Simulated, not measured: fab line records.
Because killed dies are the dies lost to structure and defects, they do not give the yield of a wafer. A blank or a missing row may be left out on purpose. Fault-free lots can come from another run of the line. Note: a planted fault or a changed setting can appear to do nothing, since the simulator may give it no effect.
fab line records	flow sky130
record lots=5	wafers=15	last-day=51
route steps=708 shown CONTACT@424 METAL1@434 PAD_OPEN@708
lots untouched by any fault: they come from a run of this same line in which no faults occurred
start-h: the number of hours between the record's first day and the start of the first shown wafer of the lot	wait-h: hours since the lot's step before	" as in the row above	L1.1+2: a row that stands for several wafers	- no value present, or no start provided	* or withheld: withheld	< > ~ a bound
route shown NAME@n: NAME is a module with steps in the file, n the number in the route of the first one	usual: the fault-free wafers' mean and standard deviation	same: alike in all rows	chamber/n: place in a boat	sites: each site's reading	_std_site: how widely they spread, as a standard deviation	_edge_site: inner sites' mean taken away from outer sites' mean	radius-mm: for every site, how far away it sits from the centre of the wafer	mask NAME#n: copy n	behind: the tool/chamber that last shaped the wafer	hold: cause of the lot's hold/its duration in hours/its outcome	device: names the non-switching transistor (n, p or np)	end of line: the same wafers' tests at the end of the route	for a step that has no rows: nothing shown but its recipe	killed: the dies lost at the first sort to structure and to defects; this is not the yield of the wafer	map: a wafer's dies, x killed, . not, _ none there
set.NAME: the run value of the setting; set.NAME@STEP: its run value at that earlier step	model.NAME: the simulator's own value behind a step, which no gauge read
certain route steps with their lots: each step a table, each wafer a row
services: the hour from which a tool's chamber was out of use, counted from the record's first day as start-h (under 0 if before that day), plus the number of hours and why
## steps
# step SKY_CONTACT_ETCH_18
# recipe target=Si3N4	chemistry=CHF3/O2	stop-on=TiN	source-w=600	bias-w=200	pressure-mtorr=40	chf3-flow-sccm=50	O2_flow_sccm=5	time-s=39	target-depth-a=750
# usual chamber-pressure-mTorr=40.00/0.04	drypump-motor-current-A=5.7/0.31	oes-product-au=0.855/0.0072	throttle-valve-pct=8.794/0.0087
lot.wafer	tool	chamber	start-h	wait-h	chamber-pressure-mTorr	drypump-motor-current-A	oes-product-au	rf-hours-counter-h	throttle-valve-pct
L860.1	rie-diel-01	1	-	-	40.01	5.6	0.852	10	8.810
L860.4	"	0	"	"	39.98	6.2	0.864	2	8.791
L860.5	"	1	"	"	39.99	5.6	0.870	-	8.813
L864.2	rie-diel-01	2	-	-	39.97	5.2	0.854	0	8.790
L864.4	"	0	"	"	40.00	6.2	0.870	3	8.791
L864.5	"	0	"	"	40.08	6.1	0.843	-	8.785
L871.1	rie-diel-01	0	-	-	40.00	6.2	0.844	4	8.795
L871.5	"	2	"	"	40.00	5.3	0.857	-	8.790
L871.6	"	3	"	"	40.00	5.7	0.869	-	8.790
L878.1	rie-diel-03	0	-	-	39.98	5.7	0.845	18	8.793
L878.3	"	1	"	"	40.05	5.7	0.853	10	8.802
L878.4	"	2	"	"	40.02	5.2	0.850	8	8.792
L879.1	rie-diel-04	1	-	-	40.04	5.8	0.848	8	8.786
L879.2	"	0	"	"	39.99	5.5	0.851	4	8.794
L879.3	"	2	"	"	40.01	5.5	0.843	15	8.799
# step SKY_CONTACT_STRIP_19
# recipe chemistry=O2/N2	power-w=1400	pressure-mtorr=1500	platen-temp-c=withheld	o2-flow-sccm=3000	n2-flow-sccm=300	overash-fraction=0.5
# step SKY_CONTACT_STRIP_20
# recipe chemistry=post-etch-residue-remover	time-s=1200	temp-c=72.5
# step SKY_CONTACT_CLEAN_21
# recipe chemistry=IPA	time-s=180	temp-c=25
# step SKY_CONTACT_CLEAN_22
# recipe chemistry=O3/DIW	dry=n2-spin
# step SKY_CONTACT_SPUTTER_23
# recipe material=TiN	target-thk-nm=20	chamber-pressure-pa=5	power-w=4000	time-s=80
# step SKY_CONTACT_CVD_24
# recipe material=W	target-thk-nm=340	time-s=102.12	temp-c=400	pressure-torr=40
# step SKY_CONTACT_RS_MEAS_25
# recipe thk-meas-gauge=four-point-probe	reads=W_of_CONTACT_CVD_24+TiN_of_CONTACT_SPUTTER_23
# usual CONTACT_W_RS=0.337/0.0031
lot.wafer	tool	chamber	start-h	wait-h	CONTACT_W_RS[ohm/sq]
L860.1	film-metro-01	-	790.58	0.1	0.342
L860.4	"	-	"	"	0.342
L860.5	"	-	"	"	0.338
L864.2	film-metro-03	-	818.37	0.1	0.344
L864.4	"	-	"	"	0.341
L864.5	"	-	"	"	0.340
L871.1	film-metro-01	-	868.08	0.1	0.336
L871.5	"	-	"	"	0.339
L871.6	"	-	"	"	0.334
L878.1	film-metro-02	-	919.81	0.1	0.339
L878.3	"	-	"	"	0.337
L878.4	"	-	"	"	0.340
L879.1	film-metro-02	-	924.46	0.1	0.339
L879.2	"	-	"	"	0.335
L879.3	"	-	"	"	0.335
# step SKY_CONTACT_THK_MEAS_26
# recipe thk-meas-gauge=xrf	reads=W_of_CONTACT_CVD_24
# usual CONTACT_W_THK=348/3.7
lot.wafer	tool	chamber	start-h	wait-h	CONTACT_W_THK[nm]
L860.1	film-metro-01	-	790.70	0.1	343
L860.4	"	-	"	"	342
L860.5	"	-	"	"	347
L864.2	film-metro-03	-	818.48	0.1	338
L864.4	"	-	"	"	342
L864.5	"	-	"	"	344
L871.1	film-metro-01	-	868.20	0.1	351
L871.5	"	-	"	"	352
L871.6	"	-	"	"	354
L878.1	film-metro-02	-	919.93	0.1	350
L878.3	"	-	"	"	350
L878.4	"	-	"	"	350
L879.1	film-metro-02	-	924.58	0.1	349
L879.2	"	-	"	"	353
L879.3	"	-	"	"	353
# step SKY_CONTACT_CMP_27
# recipe stop-on=SiO2	t-overpolish-s=15	down-force-psi=3.5	platen-rpm=60	target-thk-nm=0	pad-velocity-m-s=0.94248
# usual motor-current-A=11.3/1.2	overpolish-run-s=15.001/0.0084	time-to-endpoint-s=83/4.3
lot.wafer	tool	chamber	start-h	wait-h	motor-current-A	overpolish-run-s	time-to-endpoint-s
L860.1	cmp-02	0	790.76	0.1	11.8	15.003	88
L860.4	"	2	"	"	11.1	14.993	84
L860.5	"	0	"	"	11.9	15.005	90
L864.2	cmp-02	0	818.53	0.0	12.0	14.997	86
L864.4	"	1	"	"	12.2	14.992	82
L864.5	"	0	"	"	11.6	15.007	88
L871.1	cmp-02	0	868.31	0.1	11.5	14.986	90
L871.5	"	3	"	"	10.0	15.005	84
L871.6	"	0	"	"	12.2	14.993	88
L878.4	cmp-02	3	919.99	0.0	10.0	14.999	87
L878.3	"	0	"	"	11.7	14.993	91
L878.1	"	1	"	"	12.2	15.006	90
L879.2	cmp-02	0	924.74	0.1	12.1	15.017	92
L879.1	"	1	"	"	11.9	15.001	88
L879.3	"	3	"	"	9.7	15.020	86
# step SKY_METAL1_SPUTTER_00
# recipe material=Ti	target-thk-nm=15	power-w=3000	time-s=10	chamber-pressure-pa=0.4
# step SKY_METAL1_SPUTTER_01
# recipe material=TiN	target-thk-nm=20	power-w=6500	time-s=16.7	chamber-pressure-pa=0.4
# usual throttle-valve-pct=30.2/1
lot.wafer	tool	chamber	start-h	wait-h	throttle-valve-pct
L860.1	pvd-sputter-03	-	791.08	0.0	28.8
L860.4	"	-	"	"	30.3
L860.5	"	-	"	"	31.9
L864.2	pvd-sputter-04	-	818.86	0.0	31.5
L864.4	"	-	"	"	30.8
L864.5	"	-	"	"	30.1
L871.1	pvd-sputter-04	-	868.58	0.0	30.8
L871.5	"	-	"	"	31.8
L871.6	"	-	"	"	30.0
L878.1	pvd-sputter-03	-	920.31	0.0	28.8
L878.3	"	-	"	"	30.3
L878.4	"	-	"	"	29.8
L879.1	pvd-sputter-01	-	925.06	0.0	30.2
L879.2	"	-	"	"	28.8
L879.3	"	-	"	"	28.6
# step SKY_METAL1_SPUTTER_02
# recipe material=AlCu	target-thk-nm=250	power-w=10600	time-s=13.3	chamber-pressure-pa=0.4
# usual throttle-valve-pct=30.2/1
lot.wafer	tool	chamber	start-h	wait-h	throttle-valve-pct	model.AlCu_of_METAL1_SPUTTER_02.thk-nm
L860.1	pvd-sputter-03	-	791.11	0.0	28.4	249.4
L860.4	"	-	"	"	30.4	251.3
L860.5	"	-	"	"	31.6	246.2
L864.2	pvd-sputter-04	-	818.88	0.0	31.3	252.7
L864.4	"	-	"	"	30.8	251.2
L864.5	"	-	"	"	30.0	252.1
L871.1	pvd-sputter-04	-	868.61	0.0	30.8	250.5
L871.5	"	-	"	"	31.7	386.5
L871.6	"	-	"	"	30.0	250.2
L878.1	pvd-sputter-03	-	920.34	0.0	28.9	249.7
L878.3	"	-	"	"	30.2	248.4
L878.4	"	-	"	"	29.6	252.9
L879.1	pvd-sputter-01	-	925.09	0.0	30.1	248.7
L879.2	"	-	"	"	28.7	249.3
L879.3	"	-	"	"	28.9	251.2
# step SKY_METAL1_SPUTTER_03
# recipe material=Ti	target-thk-nm=5	power-w=3000	time-s=3.3	chamber-pressure-pa=0.4
# usual throttle-valve-pct=30.2/1
lot.wafer	tool	chamber	start-h	wait-h	throttle-valve-pct
L860.1	pvd-sputter-03	-	791.13	0.0	28.6
L860.4	"	-	"	"	30.4
L860.5	"	-	"	"	31.6
L864.2	pvd-sputter-04	-	818.91	0.0	31.6
L864.4	"	-	"	"	31.0
L864.5	"	-	"	"	29.9
L871.1	pvd-sputter-04	-	868.63	0.0	30.7
L871.5	"	-	"	"	31.5
L871.6	"	-	"	"	29.9
L878.1	pvd-sputter-03	-	920.36	0.0	28.9
L878.3	"	-	"	"	30.4
L878.4	"	-	"	"	29.9
L879.1	pvd-sputter-01	-	925.11	0.0	30.1
L879.2	"	-	"	"	28.7
L879.3	"	-	"	"	28.8
# step SKY_METAL1_SPUTTER_04
# recipe material=TiN	target-thk-nm=70	power-w=6500	time-s=58.3	chamber-pressure-pa=0.4
# usual throttle-valve-pct=30.2/1
lot.wafer	tool	chamber	start-h	wait-h	throttle-valve-pct
L860.1	pvd-sputter-03	-	791.15	0.0	28.8
L860.4	"	-	"	"	30.6
L860.5	"	-	"	"	31.7
L864.2	pvd-sputter-04	-	818.93	0.0	31.4
L864.4	"	-	"	"	31.0
L864.5	"	-	"	"	29.7
L871.1	pvd-sputter-04	-	868.65	0.0	30.9
L871.5	"	-	"	"	31.5
L871.6	"	-	"	"	29.9
L878.1	pvd-sputter-03	-	920.38	0.0	28.6
L878.3	"	-	"	"	30.2
L878.4	"	-	"	"	29.9
L879.1	pvd-sputter-01	-	925.13	0.0	30.1
L879.2	"	-	"	"	28.8
L879.3	"	-	"	"	28.8
# step SKY_METAL1_RS_MEAS_05
# recipe thk-meas-gauge=four-point-probe	reads=TiN_of_METAL1_SPUTTER_04+Ti_of_METAL1_SPUTTER_03+AlCu_of_METAL1_SPUTTER_02+TiN_of_METAL1_SPUTTER_01+Ti_of_METAL1_SPUTTER_00
# usual METAL1_ALCU_RS=0.1264/0.0011
lot.wafer	tool	chamber	start-h	wait-h	hold	METAL1_ALCU_RS[ohm/sq]
L860.1	film-metro-01	-	791.20	0.0	-	0.1274
L860.4	"	-	"	"	-	0.1262
L860.5	"	-	"	"	-	0.1288
L864.2	film-metro-01	-	818.99	0.0	-	0.1250
L864.4	"	-	"	"	-	0.1261
L864.5	"	-	"	"	-	0.1255
L871.1	film-metro-04	-	868.70	0.0	await-dispo/0.2h/release	0.1261
L871.5	"	-	"	"	await-dispo/0.2h/release	0.0810
L871.6	"	-	"	"	await-dispo/0.2h/release	0.1263
L871.1	film-metro-04	-	868.99	0.3	-	0.1261
L871.5	"	-	"	"	-	0.0811
L871.6	"	-	"	"	-	0.1264
L878.1	film-metro-04	-	920.43	0.0	-	0.1265
L878.3	"	-	"	"	-	0.1271
L878.4	"	-	"	"	-	0.1246
L879.1	film-metro-04	-	925.18	0.0	-	0.1272
L879.2	"	-	"	"	-	0.1269
L879.3	"	-	"	"	-	0.1256
# step SKY_METAL1_THK_MEAS_06
# recipe thk-meas-gauge=xrf	reads=AlCu_of_METAL1_SPUTTER_02
# usual METAL1_ALCU_THK=252.8/2.5
lot.wafer	tool	chamber	start-h	wait-h	hold	METAL1_ALCU_THK[nm]
L860.1	film-metro-01	-	791.32	0.1	-	250.6
L860.4	"	-	"	"	-	253.3
L860.5	"	-	"	"	-	247.8
L864.2	film-metro-01	-	819.10	0.1	-	254.1
L864.4	"	-	"	"	-	253.5
L864.5	"	-	"	"	-	253.6
L871.1	film-metro-04	-	870.21	1.2	await-dispo/0.2h/release	254.5
L871.5	"	-	"	"	await-dispo/0.2h/release	392.0
L871.6	"	-	"	"	await-dispo/0.2h/release	253.7
L871.1	film-metro-04	-	870.44	0.2	-	254.0
L871.5	"	-	"	"	-	393.8
L871.6	"	-	"	"	-	252.9
L878.1	film-metro-04	-	920.55	0.1	-	252.7
L878.3	"	-	"	"	-	250.5
L878.4	"	-	"	"	-	253.6
L879.1	film-metro-04	-	925.30	0.1	-	252.9
L879.2	"	-	"	"	-	251.8
L879.3	"	-	"	"	-	253.1
# step SKY_METAL1_HMDS_08
# recipe prime-time-s=60	prime-temp-c=120
# step SKY_METAL1_COAT_09
# recipe resist=BARC	temp-c=withheld	time-s=withheld	spin-rpm=3000	resist-thk-nm=60
# step SKY_METAL1_COAT_10
# recipe resist=KrF-thick	spin-rpm=3000	resist-thk-nm=450
# step SKY_METAL1_SOFTBAKE_11
# recipe temp-c=100	time-s=90	resist=KrF-thick
# step SKY_METAL1_EXPOSE_12
# recipe mask-id=MM1	na=0.8	source-shape=annular	sigma-inner=0.55	sigma-outer=0.85	target-cd-nm=140	dose-mj=28
# step SKY_METAL1_PEB_13
# recipe peb-temp-c=withheld	peb-time-s=withheld	resist=KrF-thick
# step SKY_METAL1_DEVELOP_14
# recipe develop-time-s=60	resist=KrF-thick	dev-temp-c=21
# step SKY_METAL1_CD_MEAS_15
# recipe target-cd-nm=140
# usual cd-nm=139.9/1.3
lot.wafer	tool	chamber	start-h	wait-h	cd-nm
L860.1	cd-sem-02	-	818.40	-	140.3
L860.4	"	-	"	"	140.0
L860.5	"	-	"	"	140.4
L864.2	cd-sem-02	-	844.27	-	142.2
L864.4	"	-	"	"	141.8
L864.5	"	-	"	"	140.8
L871.1	cd-sem-01	-	895.15	-	140.9
L871.5	"	-	"	"	142.7
L871.6	"	-	"	"	142.1
L878.1	cd-sem-02	-	946.68	-	140.4
L878.3	"	-	"	"	140.2
L878.4	"	-	"	"	142.2
L879.1	cd-sem-01	-	950.75	-	140.1
L879.2	"	-	"	"	139.8
L879.3	"	-	"	"	141.1
# step SKY_METAL1_OVL_MEAS_16
# usual METAL1_OVL=-2/5.7
lot.wafer	tool	chamber	start-h	wait-h	METAL1_OVL[nm]
L860.1	overlay-01	-	818.52	0.1	-2
L860.4	"	-	"	"	-6
L860.5	"	-	"	"	-10
L864.2	overlay-02	-	844.38	0.1	0
L864.4	"	-	"	"	6
L864.5	"	-	"	"	-2
L871.1	overlay-02	-	895.27	0.1	3
L871.5	"	-	"	"	0
L871.6	"	-	"	"	0
L878.1	overlay-01	-	946.80	0.1	-1
L878.3	"	-	"	"	-5
L878.4	"	-	"	"	-3
L879.1	overlay-01	-	950.87	0.1	1
L879.2	"	-	"	"	-2
L879.3	"	-	"	"	-1
# step SKY_METAL1_DESCUM_17
# recipe chemistry=O2	source-power-w=150	bias-power-w=0	pressure-mtorr=10	temp-c=40	time-s=8
# step SKY_METAL1_ETCH_18
# recipe chemistry=N2/H2	target=BARC	ion-energy-ev=200	bias-w=100	pressure-mtorr=30	n2-flow-sccm=100	h2-flow-sccm=200	icp-w=500	stop-on=SiO2	time-s=45.9	target-depth-a=600
# step SKY_METAL1_METAL_ETCH_19
# recipe target-depth-a=3600	stop-on=SiO2	over-etch-frac=0.3	time-s=78	chemistry=Cl2/BCl3	resist-sidewall-deg=88	pressure-mtorr=10	icp-w=900	bias-w=48.5	Cl2_flow_sccm=60	bcl3-flow-sccm=30
# usual chamber-pressure-mTorr=9.999/0.0093	drypump-motor-current-A=5.5/0.37	oes-product-au=0.855/0.0051	throttle-valve-pct=22.264/0.0087
lot.wafer	tool	chamber	start-h	wait-h	chamber-pressure-mTorr	drypump-motor-current-A	oes-product-au	rf-hours-counter-h	throttle-valve-pct
L860.1	rie-metal-03	0	818.65	0.0	10.004	5.1	0.865	5	22.257
L860.4	"	1	"	"	9.984	5.1	0.859	-	22.269
L860.5	"	1	"	"	9.992	5.1	0.844	-	22.265
L864.2	rie-metal-03	1	844.50	0.0	9.982	5.1	0.858	15	22.260
L864.4	"	0	"	"	10.010	5.1	0.866	-	22.269
L864.5	"	0	"	"	10.013	5.1	0.851	-	22.256
L871.1	rie-metal-01	0	895.40	0.0	10.005	5.9	0.852	2	22.252
L871.5	"	0	"	"	9.995	5.9	1.005	-	22.269
L871.6	"	1	"	"	10.007	5.4	0.854	-	22.270
L878.1	rie-metal-01	0	946.93	0.0	9.989	5.9	0.856	4	22.262
L878.3	"	0	"	"	9.998	5.9	0.843	-	22.261
L878.4	"	1	"	"	10.017	5.4	0.854	-	22.279
L879.1	rie-metal-04	0	951.01	0.0	9.987	6.3	0.850	14	22.261
L879.2	"	1	"	"	9.989	5.6	0.850	9	22.270
L879.3	"	1	"	"	10.007	5.6	0.858	-	22.259
# step SKY_METAL1_STRIP_20
# recipe chemistry=O2/N2	power-w=1400	pressure-mtorr=1500	platen-temp-c=withheld	o2-flow-sccm=3000	n2-flow-sccm=300	overash-fraction=0.5
# step SKY_PAD_OPEN_PROBE_99
# usual defect-limited-yield=82.5/2.2	killed_at_M0_to_M3=43/7.5	killed_at_M4_up=3.2/1.9	killed-at-contacts=24/5.6	killed-at-front-end=15/4.8	killed-dies=86/11	killed-on-rim=17/3.6	killed-open=47/7.6	killed-short=39/7.1	sort_bin_3_pad_short=0.8/0.36	sort_bin_5_function=10.4/1.6	sort_bin_6_memory=6.3/1.3	sort-n-pass=406/11	sort-yield-pct=82.5/2.2
# same gross-dies=492	killed-at-back-side=0	killed-at-other=0	sort_bin_4_leakage[%]=0	sort_bin_8_speed[%]=0
lot.wafer	tool	chamber	start-h	wait-h	hold	defect-limited-yield[%]	killed_at_M0_to_M3	killed_at_M4_up	killed-at-contacts	killed-at-front-end	killed-dies	killed-on-rim	killed-open	killed-short	sort_bin_3_pad_short[%]	sort_bin_5_function[%]	sort_bin_6_memory[%]	sort-n-pass	sort-yield-pct[%]
L860.1	prober-02	-	1127.80	0.1	-	82.3	38	2	24	23	87	14	51	36	0.4	9.1	8.1	405	82.3
L860.4	prober-02	-	1127.95	0.2	-	80.3	47	2	34	14	97	18	56	41	0.2	10.8	8.7	395	80.3
L860.5	prober-02	-	1128.00	0.2	-	78.3	53	4	36	14	107	24	61	46	1.2	13.6	6.9	385	78.3
L864.2	prober-02	-	1146.35	0.1	-	83.1	45	4	22	12	83	17	49	34	0.6	11.4	4.9	409	83.1
L864.4	prober-02	-	1146.45	0.2	-	83.7	41	3	28	8	80	13	57	23	0.6	10.2	5.5	412	83.7
L864.5	prober-02	-	1146.50	0.2	-	84.3	40	0	26	11	77	13	50	27	1.0	7.9	6.7	415	84.3
L871.1	prober-01	-	1180.75	0.1	await-dispo/3.2h/release	82.7	51	1	22	11	85	17	45	40	1.2	10.0	6.1	407	82.7
L871.5	prober-01	-	1180.95	0.2	await-dispo/3.2h/release	0	444	3	32	13	492	96	64	47	0.6	91.5	7.9	0	0
L871.6	prober-01	-	1181.00	0.2	await-dispo/3.2h/release	80.1	60	2	26	10	98	17	48	50	1.2	13.2	5.5	394	80.1
L878.1	prober-02	-	1215.01	0.1	-	81.1	42	0	31	20	93	22	44	49	0.8	10.8	7.3	399	81.1
L878.3	prober-02	-	1215.11	0.2	-	85.2	41	1	18	13	73	9	40	33	0.4	7.9	6.5	419	85.2
L878.4	prober-02	-	1215.16	0.2	-	82.5	39	6	22	19	86	15	49	37	0.6	11.0	5.9	406	82.5
L879.1	prober-01	-	1219.38	0.1	-	83.7	42	6	20	12	80	13	49	31	0.6	8.9	6.7	412	83.7
L879.2	prober-01	-	1219.43	0.1	-	88.0	32	4	15	8	59	11	37	22	0.4	7.1	4.5	433	88.0
L879.3	prober-01	-	1219.48	0.2	-	85.4	39	1	19	13	72	13	40	32	1.2	8.5	4.9	420	85.4
# killed by level:class
L860.1 CONTACT:geometric-particle:open=12 VIA2:geometric-particle:open=9 FIELD_ISO:geometric-particle:short=8 LI_CONTACT:geometric-particle:open=7 METAL2:geometric-particle:short=7 POLY_GATE:geometric-particle:open=5 METAL1:geometric-particle:short=5 VIA1:geometric-particle:open=5
L860.4 VIA1:geometric-particle:open=14 LI_CONTACT:geometric-particle:open=12 CONTACT:geometric-particle:open=11 VIA1:geometric-particle:short=7 METAL1:geometric-particle:short=5 VIA2:geometric-particle:open=5 FIELD_ISO:geometric-particle:open=4 CONTACT:geometric-particle:short=4
L860.5 CONTACT:geometric-particle:open=17 METAL1:geometric-particle:short=8 VIA2:geometric-particle:open=8 VIA3:geometric-particle:open=7 LI_CONTACT:geometric-particle:open=6 VIA1:geometric-particle:open=6 METAL2:geometric-particle:short=6 FIELD_ISO:geometric-particle:open=5
L864.2 CONTACT:geometric-particle:open=9 LI_CONTACT:geometric-particle:open=9 VIA3:geometric-particle:open=9 VIA1:geometric-particle:open=8 VIA1:geometric-particle:short=6 METAL2:geometric-particle:short=5 VIA2:geometric-particle:open=5 VIA2:geometric-particle:short=5
L864.4 VIA1:geometric-particle:open=19 LI_CONTACT:geometric-particle:open=11 CONTACT:geometric-particle:open=10 VIA3:geometric-particle:open=8 LOCAL_INTERCONNECT:geometric-particle:short=4 VIA1:geometric-particle:short=4 METAL2:geometric-particle:short=3 FIELD_ISO:geometric-particle:short=2
L864.5 VIA1:geometric-particle:open=14 CONTACT:geometric-particle:open=11 VIA2:geometric-particle:open=8 LI_CONTACT:geometric-particle:open=7 CONTACT:geometric-particle:short=5 FIELD_ISO:geometric-particle:short=4 VIA1:geometric-particle:short=4 VIA3:geometric-particle:open=4
L871.1 VIA1:geometric-particle:open=12 METAL1:geometric-particle:short=9 LOCAL_INTERCONNECT:geometric-particle:short=6 CONTACT:geometric-particle:open=6 LI_CONTACT:geometric-particle:open=6 VIA2:geometric-particle:open=6 VIA3:geometric-particle:short=6 VIA2:geometric-particle:short=4
L871.5 METAL1:area-etch=381 CONTACT:geometric-particle:open=14 VIA1:geometric-particle:open=13 VIA2:geometric-particle:open=10 VIA3:geometric-particle:open=9 METAL1:geometric-particle:short=7 LI_CONTACT:geometric-particle:open=7 METAL2:geometric-particle:short=5
L871.6 VIA1:geometric-particle:open=12 LI_CONTACT:geometric-particle:open=8 VIA2:geometric-particle:short=8 METAL2:geometric-particle:short=8 METAL1:geometric-particle:short=7 LOCAL_INTERCONNECT:geometric-particle:short=6 VIA3:geometric-particle:open=6 FIELD_ISO:geometric-particle:open=5
L878.1 CONTACT:geometric-particle:short=9 VIA2:geometric-particle:open=8 POLY_GATE:geometric-particle:short=7 LI_CONTACT:geometric-particle:open=7 VIA1:geometric-particle:open=6 POLY_GATE:geometric-particle:open=5 LI_CONTACT:geometric-particle:short=5 CONTACT:geometric-particle:open=5
L878.3 VIA1:geometric-particle:open=9 VIA3:geometric-particle:open=8 CONTACT:geometric-particle:open=6 METAL2:geometric-particle:short=5 FIELD_ISO:geometric-particle:short=4 LI_CONTACT:geometric-particle:short=4 CONTACT:geometric-particle:short=4 VIA2:geometric-particle:open=4
L878.4 CONTACT:geometric-particle:open=13 VIA1:geometric-particle:open=8 METAL2:geometric-particle:short=6 FIELD_ISO:geometric-particle:short=4 POLY_GATE:geometric-particle:open=4 POLY_GATE:geometric-particle:short=4 CONTACT:geometric-particle:short=4 VIA2:geometric-particle:short=4
L879.1 VIA1:geometric-particle:open=11 FIELD_ISO:geometric-particle:open=6 VIA2:geometric-particle:open=6 LI_CONTACT:geometric-particle:open=6 LOCAL_INTERCONNECT:geometric-particle:short=5 CONTACT:geometric-particle:open=5 METAL2:geometric-particle:short=4 METAL4:geometric-particle:short=4
L879.2 VIA1:geometric-particle:open=11 LI_CONTACT:geometric-particle:open=7 VIA2:geometric-particle:open=5 VIA3:geometric-particle:open=5 FIELD_ISO:geometric-particle:short=3 FIELD_ISO:geometric-particle:open=3 LOCAL_INTERCONNECT:geometric-particle:short=3 CONTACT:geometric-particle:open=3
L879.3 VIA1:geometric-particle:open=11 CONTACT:geometric-particle:open=7 METAL1:geometric-particle:short=5 VIA2:geometric-particle:open=5 METAL2:geometric-particle:short=5 POLY_GATE:geometric-particle:short=4 LI_CONTACT:geometric-particle:open=4 POLY_GATE:geometric-particle:open=3
# map L871.5 (x killed, . not)
__________xxxxxxxxxx_________
________xxxxxxxxxxxxxx_______
______xxxxxxxxxxxxxxxxxx_____
_____xxxxxxxxxxxxxxxxxxxx____
____xxxxxxxxxxxxxxxxxxxxxx___
___xxxxxxxxxxxxxxxxxxxxxxxx__
__xxxxxxxxxxxxxxxxxxxxxxxxxx_
_xxxxxxxxxxxxxxxxxxxxxxxxxxxx
_xxxxxxxxxxxxxxxxxxxxxxxxxxxx
_xxxxxxxxxxxxxxxxxxxxxxxxxxxx
_xxxxxxxxxxxxxxxxxxxxxxxxxxxx
_xxxxxxxxxxxxxxxxxxxxxxxxxxxx
_xxxxxxxxxxxxxxxxxxxxxxxxxxxx
_xxxxxxxxxxxxxxxxxxxxxxxxxxxx
_xxxxxxxxxxxxxxxxxxxxxxxxxxxx
__xxxxxxxxxxxxxxxxxxxxxxxxxx_
___xxxxxxxxxxxxxxxxxxxxxxxx__
____xxxxxxxxxxxxxxxxxxxxxx___
_____xxxxxxxxxxxxxxxxxxxx____
______xxxxxxxxxxxxxxxxxx_____
________xxxxxxxxxxxxxx_______
__________xxxxxxxxxx_________
# map L864.2 (x killed, . not)
__________....x....._________
________x.....x.....x._______
______.x.x...x.....xx.x._____
_____......xx............____
____x.....................___
___.x.............x........__
__x........xx..x......x..x.._
_.........xx.......xxx....xx.
_.............x..........x...
_.....x.x.....x........x.xx..
_..x........x..x....xxx......
_...x....x.x.......xxx..x....
_........x......x.xx....x.x..
_.xx...x..x.................x
_..................x..x......
__.x....x.x................._
___..x...xx..x........x....__
____......x...........x...___
_____x...x........x......____
______....x.........x..._____
________..x.......x..._______
__________.x..x.x.x._________
## services
tool	chamber	start-h	hours	kind
pvd-sputter-01	-	776.04	2.4	repair
rie-diel-04	2	791.05	6.6	repair
cmp-02	-	792.21	2.7	pm
rie-diel-03	3	793.70	11.2	repair
rie-metal-04	-	804.12	1.2	repair
rie-diel-03	2	840.82	10.4	repair
rie-diel-03	-	841.95	0.6	repair
cmp-02	-	847.37	3.4	repair
pvd-sputter-04	2	847.96	-	consumable-replace:kit
pvd-sputter-04	2	847.96	18.0	scheduled-down
pvd-sputter-04	2	847.96	18.0	vent-cycle
pvd-sputter-03	-	853.55	1.8	repair
rie-diel-04	1	858.88	27.6	repair
cmp-02	-	868.86	7.6	pm
pvd-sputter-01	0	874.39	-	consumable-replace:kit
rie-metal-04	-	888.27	0.5	repair
pvd-sputter-03	0	897.23	-	consumable-replace:kit
pvd-sputter-03	0	897.23	18.0	scheduled-down
pvd-sputter-03	0	897.23	18.0	vent-cycle
cmp-02	-	912.11	4.0	pm
cmp-02	-	916.11	-	consumable-replace:conditioner
cmp-02	-	916.11	-	consumable-replace:pad
cmp-02	-	928.72	2.0	repair
pvd-sputter-03	-	950.54	4.1	repair
## key
first-sign step=SKY_METAL1_RS_MEAS_05	reading=visit	direction=added
effect step=SKY_METAL1_RS_MEAS_05	reading=METAL1_ALCU_RS	direction=down	sigmas=42	usual=0.1264	struck=0.0810
effect step=SKY_METAL1_THK_MEAS_06	reading=visit	direction=added
effect step=SKY_METAL1_THK_MEAS_06	reading=METAL1_ALCU_THK	direction=up	sigmas=57	usual=252.8	struck=392.0
effect step=SKY_METAL1_METAL_ETCH_19	reading=oes-product-au	direction=up	sigmas=29	usual=0.855	struck=1.005
effect step=SKY_PAD_OPEN_PROBE_99	reading=killed_at_M0_to_M3	direction=up	sigmas=53	usual=43	struck=444
model-effect step=SKY_METAL1_SPUTTER_02	value=AlCu_of_METAL1_SPUTTER_02.thk-nm	without=249.5	struck=386.5
more-kills-born-at SKY_METAL1_METAL_ETCH_19@rie-metal-01=381
met-at SKY_METAL1_SPUTTER_02
struck-wafers L871.5
later-rows-left-out L871.5
onset-between 818.88 868.61
fault kind=process-parameter-drift	tool=pvd-sputter-04	chamber=-	onset-h=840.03	steps=SKY_METAL1_SPUTTER_02	channel=target-thk-nm	offset=137.05	shape=step	end-h=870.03	acts-in=these-recipes-only	stated=250	scope=struck-wafers-only
# later-rows-left-out: the simulator's readings of these wafers behind a module that went badly wrong aren't trusted and aren't shown, but for the sort
